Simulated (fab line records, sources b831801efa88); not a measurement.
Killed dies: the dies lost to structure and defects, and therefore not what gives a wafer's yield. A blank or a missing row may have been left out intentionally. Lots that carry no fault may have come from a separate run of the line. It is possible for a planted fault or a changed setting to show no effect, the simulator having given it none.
2 desks looking at one fault    flow gf180mcu    only its own numbers are on each desk; what lay behind them is given at the end

== THE METROLOGY DESK ==
Lot by lot, what the gauges showed, no matter which tool ran the lot: averages of those sampled wafers that carry a number. Marked OUT: a lot whose mean sits more than 4 standard deviations from the usual mean, which makes it out of limits; the brackets give that distance.
Columns: A = STI_CVD_03_THK at GF_STI_THK_MEAS_04, usual 206.0 nm; B = STI_CVD_23_THK at GF_STI_THK_MEAS_24, usual 650 nm; C = MVSD_RS at GF_VT_IMPLANT_RS_MEAS_46, usual 455.8 ohm/sq
lot   first seen here  A                B    C
L838  day 1 19:34      206.5            659  455.5
L839  day 1 23:34      204.5            652  457.5
L840  day 2 05:25      205.8            657  457.8
L841  day 2 09:34      206.3            650  454.0
L842  day 2 14:34      205.7            644  456.7
L843  day 2 19:34      204.6            660  455.9
L844  day 3 00:55      207.5            642  454.9
L845  day 3 05:35      237.7 (+23) OUT  652  455.4
L847  day 3 16:33      207.6            654  456.2
L848  day 3 23:34      238.1 (+23) OUT  649  454.7
L856  day 5 13:51      206.5            649  455.6
L857  day 5 20:05      207.3            650  454.2
This desk finds L845, L848 out of limits, with the earliest case on L845 at day 3 05:35 (STI_CVD_03_THK at GF_STI_THK_MEAS_04). In limits: L838, L839, L840, L841, L842, L843, L844, L847, L856, L857.

== DESK OF THE TOOL OWNER: lpcvd-01 ==
The tool's own readings at GF_STI_CVD_03 (deposits Si3N4 from DCS/NH3, target thk 207.16 nm, time 3551 s): means of the sampled wafers that have a number, for each lot that ran on this tool. Marked OUT: a lot whose mean sits more than 4 standard deviations from the usual mean, which makes it out of limits; the brackets give that distance.
Columns: A = spike_tc_centre_C at GF_STI_CVD_03, usual 770.8 C; B = spike_tc_lower_C at GF_STI_CVD_03, usual 769.4 C; C = spike_tc_upper_C at GF_STI_CVD_03, usual 770.2 C; D = susceptor_temp_C at GF_STI_CVD_03, usual 769.9 C
lot   first seen here  A                 B      C                 D
L840  day 2 03:26      769.6             767.9  769.7             769.2
L841  day 2 07:34      770.5             768.5  769.8             769.6
L844  day 2 22:55      771.3             768.4  770.6             770.5
L845  day 3 03:34      777.7 (+5.7) OUT  776.5  777.4 (+6.0) OUT  777.6 (+20) OUT
L848  day 3 20:35      778.6 (+6.5) OUT  776.5  778.8 (+7.2) OUT  777.9 (+21) OUT
This desk finds L845, L848 out of limits, L845 being first, at day 3 03:34 (spike_tc_centre_C at GF_STI_CVD_03). In limits: L840, L841, L844.

== BROUGHT TOGETHER ==
The tool owner's desk had the chance to raise an alarm at day 3 03:34 on L845, L848.
An alarm was possible from the metrology desk at day 3 05:35, on L845, L848.
All the named lots went through GF_STI_CVD_03 on lpcvd-01.

== WHAT THE SIMULATOR PUT IN ==
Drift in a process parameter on lpcvd-01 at GF_STI_CVD_03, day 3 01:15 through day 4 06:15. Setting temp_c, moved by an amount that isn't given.
Lots struck among those shown: L845, L848.
Fault start to first reading out of limits, in hours, per desk: tool owner, 2; metrology, 4.
